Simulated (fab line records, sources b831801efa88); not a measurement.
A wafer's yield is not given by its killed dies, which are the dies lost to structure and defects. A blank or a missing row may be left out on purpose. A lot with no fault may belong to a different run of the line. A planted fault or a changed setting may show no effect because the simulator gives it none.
Which tool is to blame? | flow sfq_line | 7 lots, 21 wafers sampled, at 6 steps of a route of 325

== WHAT THE GAUGES READ, wafer by wafer ==
SFQ_R5_RS_MEAS_933: uses a four-point probe to measure.
lot  | measured     | on            | R5_MONX_RS (ohm/sq)
L912 | day 50 06:04 | film_metro-04 | 6.94 7.01 7.07
L915 | day 50 18:04 | film_metro-01 | 6.95 7.11 6.99
L918 | day 53 18:28 | film_metro-04 | 7.06 7.17 7.16
L921 | day 60 01:43 | film_metro-04 | 6.96 6.98 6.99
L923 | day 60 23:49 | film_metro-03 | 6.82 6.89 6.83
L925 | day 61 23:29 | film_metro-03 | 7.00 6.95 6.98
L933 | day 70 10:18 | film_metro-03 | 6.98 7.01 7.10

== WHICH TOOL RAN EACH LOT (tool, then ch and the chambers of the sampled wafers, then the start) ==
lot  | SFQ_TRILAYER_L0_STRIP_STRIP_009  | SFQ_TRILAYER_I1_VIA_BARC_OPEN_VIA_ETCH_071 | SFQ_TRILAYER_I1_VIA_ETCH_VIA_ETCH_052 | SFQ_TRILAYER_M2_LITHO_EXPOSE_058  | SFQ_TRILAYER_JJ_CE_STRIP_STRIP_120
L912 | rie_metal-04 ch 0,1, day 4 17:41 | rie_diel-03 ch 0,2,3, day 16 12:39         | rie_diel-03 ch 0,2,3, day 16 12:41    | krf_scanner-01 ch 0, day 17 06:19 | rie_metal-04 ch 0, day 43 16:55
L915 | rie_metal-04 ch 0,1, day 5 10:29 | rie_diel-02 ch 0,2,3, day 17 21:03         | rie_diel-02 ch 0,2,3, day 17 21:05    | krf_scanner-01 ch 0, day 18 13:54 | rie_metal-03 ch 0,1, day 45 20:50
L918 | rie_metal-03 ch 0,1, day 6 04:29 | rie_diel-01 ch 0,1,3, day 19 02:14         | rie_diel-01 ch 0,1,3, day 19 02:16    | krf_scanner-01 ch 0, day 19 17:42 | rie_metal-01 ch 0,1, day 52 22:35
L921 | rie_metal-04 ch 0,1, day 6 22:02 | rie_diel-02 ch 0,1,3, day 20 10:38         | rie_diel-02 ch 0,1,3, day 20 10:40    | krf_scanner-01 ch 0, day 21 20:59 | rie_metal-04 ch 0,1, day 59 16:34
L923 | rie_metal-01 ch 0,1, day 7 06:14 | rie_diel-01 ch 0,2,3, day 20 19:08         | rie_diel-01 ch 0,2,3, day 20 19:10    | krf_scanner-01, day 22 07:35      | rie_metal-01 ch 0,1, day 60 12:35
L925 | rie_metal-01 ch 0,1, day 7 18:14 | rie_diel-02 ch 0,3, day 22 07:55           | rie_diel-02 ch 0,3, day 22 07:58      | krf_scanner-01 ch 0, day 23 13:20 | rie_metal-03 ch 0,1, day 61 14:59
L933 | rie_metal-04 ch 0,1, day 9 18:14 | rie_diel-01 ch 1,2,3, day 25 08:14         | rie_diel-01 ch 1,2,3, day 25 08:17    | krf_scanner-01 ch 0, day 26 16:31 | rie_metal-01 ch 1, day 64 08:02
- SFQ_TRILAYER_L0_STRIP_STRIP_009: strips in O2.
- SFQ_TRILAYER_I1_VIA_BARC_OPEN_VIA_ETCH_071: etches BARC in O2, target depth 125 nm, time 41.7 s.
- SFQ_TRILAYER_I1_VIA_ETCH_VIA_ETCH_052: etches SiO2 in CHF3, stops on Nb, target depth 260 nm.
- SFQ_TRILAYER_M2_LITHO_EXPOSE_058: exposes mask M2, target cd 500 nm.
- SFQ_TRILAYER_JJ_CE_STRIP_STRIP_120: strips in O2.

== THE ANSWER, worked out from the rows above alone ==
Rule: usual is defined by the lots themselves. Put in order of their means at a reading, lots are off if they are a third of the lots or fewer, leave a main group of 4 or more, and stand apart from it by a gap of 3 or more times the standard deviation of the main group's means; of several such gaps the widest counts. A main group is skipped when, at the precision printed for the reading in the tables above, its means are all equal. Also off: a lot with no number at a reading for which 4 or more lots have one. Where the step has rows for the other lots, those lots are counted as sound.
No lot is off at any reading shown: from this, nothing can be told.

== WHAT WAS PUT IN BY THE SIMULATOR ==
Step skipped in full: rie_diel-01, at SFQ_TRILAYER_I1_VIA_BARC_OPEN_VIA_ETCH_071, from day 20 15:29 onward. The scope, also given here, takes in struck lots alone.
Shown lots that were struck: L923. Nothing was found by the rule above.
